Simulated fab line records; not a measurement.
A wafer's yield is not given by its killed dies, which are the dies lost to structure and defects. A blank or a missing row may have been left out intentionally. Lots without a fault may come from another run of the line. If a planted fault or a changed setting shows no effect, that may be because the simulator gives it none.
Code-filled problem report in 8D (eight disciplines) form :: flow sky130 :: the parts of the form that need people (team, actions taken, sign-off) are left out

## 1. WHAT WENT WRONG
SKY_PAD_OPEN_PROBE_99, sort_bin_3_pad_short: mean 2.8 % over 1 wafer from 1 lot; wafers with no fault: 0.8 %, standard deviation 0.38. Relative to the usual mean, that is a shift of +5.3 standard deviations.
Seen first at day 49 14:08 on prober-01, wafer L897.3. At this step, 36 wafers from 12 lots have a number in the record. Rule for "out" (also "out of limits"): further than 4 standard deviations from the usual mean. All remaining wafers that have a number are taken as sound.

## 2. WHAT IT IS; WHAT IT IS NOT
question: which readings at this step
is: sort_bin_3_pad_short
is not: defect limited yield, killed_at_M4_up, killed at contacts, killed at front end, killed at other, killed dies, killed open, killed short, sort_bin_5_function, sort_bin_6_memory, sort n pass, sort yield pct

question: which lots
is: L897
is not: L880, L883, L884, L885, L886, L890, L891, L892, L894, L895, L899

question: which wafers of those lots
is: L897.3
is not: L897.1, L897.6

question: read on which tools
is: prober-01
is not: prober-02

question: when
is: from day 49 14:08
is not: up to then (31 sound wafers); but 4 sound wafers of L897, L899 came after

## 3. SUSPECTS, AND WHAT RULES EACH OUT
Counting: any tool at a process step up to the reading remains a suspect provided it ran every lot that is out. Sound lots after the first of them don't rule it out here, since some wafers of a struck lot are sound.
- pvd sputter-03 at SKY_VIA1_SPUTTER_20 (material TiN, target thk 20 nm, time 80 s): kept. It ran the lot that is out, L897 (day 39 02:32); its last sound lot up to then is L894 (day 38 10:38).
- pvd sputter-03 at SKY_VIA4_SPUTTER_17 (material TiN, target thk 20 nm, time 80 s): kept. It ran the lot that is out, L897 (day 47 01:44); its last sound lot up to then is L894 (day 46 13:53).
- prober-01 at SKY_PAD_OPEN_PROBE_99: kept. It ran the lot that is out, L897 (day 49 14:02); its last sound lot up to then is L895 (day 49 05:14). On those wafers its own readings are out: sort_bin_3_pad_short.
The count leaves pvd sputter-03 at SKY_VIA1_SPUTTER_20, pvd sputter-03 at SKY_VIA4_SPUTTER_17, and prober-01 at SKY_PAD_OPEN_PROBE_99.

## 4. THE CAUSE (what the simulator had put in)
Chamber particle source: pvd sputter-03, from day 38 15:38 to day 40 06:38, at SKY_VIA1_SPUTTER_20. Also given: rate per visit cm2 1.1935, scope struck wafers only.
Counting left 3 suspects, and this tool is among them.

## 5. THE CHAIN OF EFFECTS, in route order
One row per reading whose mean, taken over the struck wafers that have a number, lies over 3 standard deviations from the usual. Only readings for which the record gives a usual standard deviation are gone through. hours: the time from each lot's start at the first step in this table that gives one to its start at this step, as a median over the lots. sigmas: the change in usual standard deviations.
hours: 0
step: SKY_PAD_OPEN_PROBE_99
reading: killed_at_M0_to_M3
usual: 43
on struck wafers: 65
change: +22
sigmas: +3.0

hours: 0
step: SKY_PAD_OPEN_PROBE_99
reading: sort_bin_3_pad_short
usual: 0.8 %
on struck wafers: 2.8
change: +2.0
sigmas: +5.3
Here are the process steps it includes:
- SKY_PAD_OPEN_PROBE_99

## 6. HOW IT WOULD HAVE BEEN CAUGHT EARLIER
First out-of-limits reading in this record: day 49 14:08, which is 263 hours after fault onset at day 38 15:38.
No tool reading at SKY_VIA1_SPUTTER_20 that has a usual standard deviation in the record was out on any struck wafer, so an alarm limit of 4 standard deviations on those readings would not have fired.
All the lots that are out (1) had begun SKY_VIA1_SPUTTER_20 on pvd sputter-03 by day 49 14:08. None of them would have been spared by holding the tool at that moment.
